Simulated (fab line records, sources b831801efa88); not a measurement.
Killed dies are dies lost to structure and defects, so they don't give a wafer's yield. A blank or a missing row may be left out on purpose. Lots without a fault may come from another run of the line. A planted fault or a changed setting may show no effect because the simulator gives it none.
A struck lot beside a sound one | flow gf180mcu | 15 steps out of a route of 602
Sound: wafers L343.2, L343.3, L343.5. Struck: wafers L346.2, L346.4, L346.5. The cause comes at the end.
At each step with rows: each side's tool, then ch and its chambers, then its first start. Under that, the readings that differ: sound wafers | struck wafers | difference of the means | sigmas: that difference in standard deviations of wafers without a fault.
alike: readings whose means differ by less than 2 such deviations, and words and numbers that are the same on both sides. not compared: withheld readings, readings that some wafer has no value for, bounds like >300 that may hide the same value, and numbers for which the record gives no deviation and whose values overlap.
The two part at a step that has a row with sigmas, a row that says differs or no value, or rows on one side only. Numbers that don't overlap but have no deviation are shown without sigmas and don't part them. A reading that every wafer of one side lacks parts them only if that side has two wafers or more.

first, 4 steps without rows for these wafers: GF_V3_SOFTBAKE_10 (time 60 s); GF_V3_EXPOSE_11 (exposes mask Via3, target cd 260 nm); GF_V3_PEB_12 (peb time 90 s); GF_V3_DEVELOP_13 (develop time 60 s).
GF_V3_CD_MEAS_14: target cd 260 nm.
  sound on cd_sem-01, day 24 16:42; struck on cd_sem-02, day 25 22:19
  alike: cd_nm
GF_V3_OVL_MEAS_15:
  sound on overlay-01, day 24 16:48; struck on overlay-01, day 25 22:25
  alike: V3_OVL
GF_V3_ETCH_16: etches BARC in N2/H2.
  sound on rie_diel-01 ch 2,3, day 24 16:50; struck on rie_diel-03 ch 0,1,2, day 25 22:26
  alike: drypump_motor_current_A, oes_product_au, throttle_valve_pct
GF_V3_ETCH_17: etches SiO2 in C4F8/O2/Ar, stops on TiN, target depth 635 nm.
  sound on rie_diel-01 ch 2,3; struck on rie_diel-03 ch 0,1,2
  alike: oes_product_au
GF_V3_STRIP_18: strips in O2/N2.
  sound on plasma_asher-04 ch 0,1, day 24 16:58; struck on plasma_asher-01 ch 0,1, day 25 22:34
  alike: drypump_motor_current_A, heater_power_w, oes_product_au
  not compared: rf_hours_counter_h
then, 2 steps without rows for these wafers: GF_V3_STRIP_19 (strips in post etch residue remover, time 1200 s); GF_V3_CLEAN_20 (cleans in DIW).
GF_V3_SPUTTER_21: material Ti, target thk 15 nm, time 80.02 s.
  sound on pvd_sputter-04, day 24 17:31; struck on pvd_sputter-02, day 25 23:07
  alike: cathode_dc_power_W, throttle_valve_pct
GF_V3_SPUTTER_22: material TiN, target thk 10 nm, time 40 s.
  sound on pvd_sputter-04, day 24 17:35; struck on pvd_sputter-02, day 25 23:10
  reading                                | sound                | struck               | difference | sigmas
  cathode_dc_power_W (W)                 | 3999.3 3999.4 4000.3 | 3598.3 3597.7 3596.7 | -402.1     | -99 or more
  model.TiN_of_V3_SPUTTER_22.thk_nm (nm) | 9.932 10.03 9.88     | 8.778 8.853 8.83     | -1.127     |
  alike: throttle_valve_pct
GF_V3_CVD_23: deposits W, target thk 350 nm, time 104.9 s.
  sound on cvd_w-02 ch 1, day 24 17:37; struck on cvd_w-01 ch 0,1, day 25 23:13
  alike: heater_power_outer_w, heater_power_w
-- the record jumps here: 6 days lie between the struck wafers' starts before and after (it left off in module V3 and takes up again in module PASSIVATION, whose first step shown is number 602 of the route) --
GF_PASSIVATION_PROBE_99:
  the record has rows for the struck wafers here (prober-01, day 31 23:16) and none for the sound ones

WHERE THEY PART
First at GF_V3_SPUTTER_22; last, within this record, at GF_PASSIVATION_PROBE_99.

WHY: what the simulator had put in
Process parameter drift: pvd_sputter-02, from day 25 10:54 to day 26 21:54, at GF_V3_SPUTTER_22. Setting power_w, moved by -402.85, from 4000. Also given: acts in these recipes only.
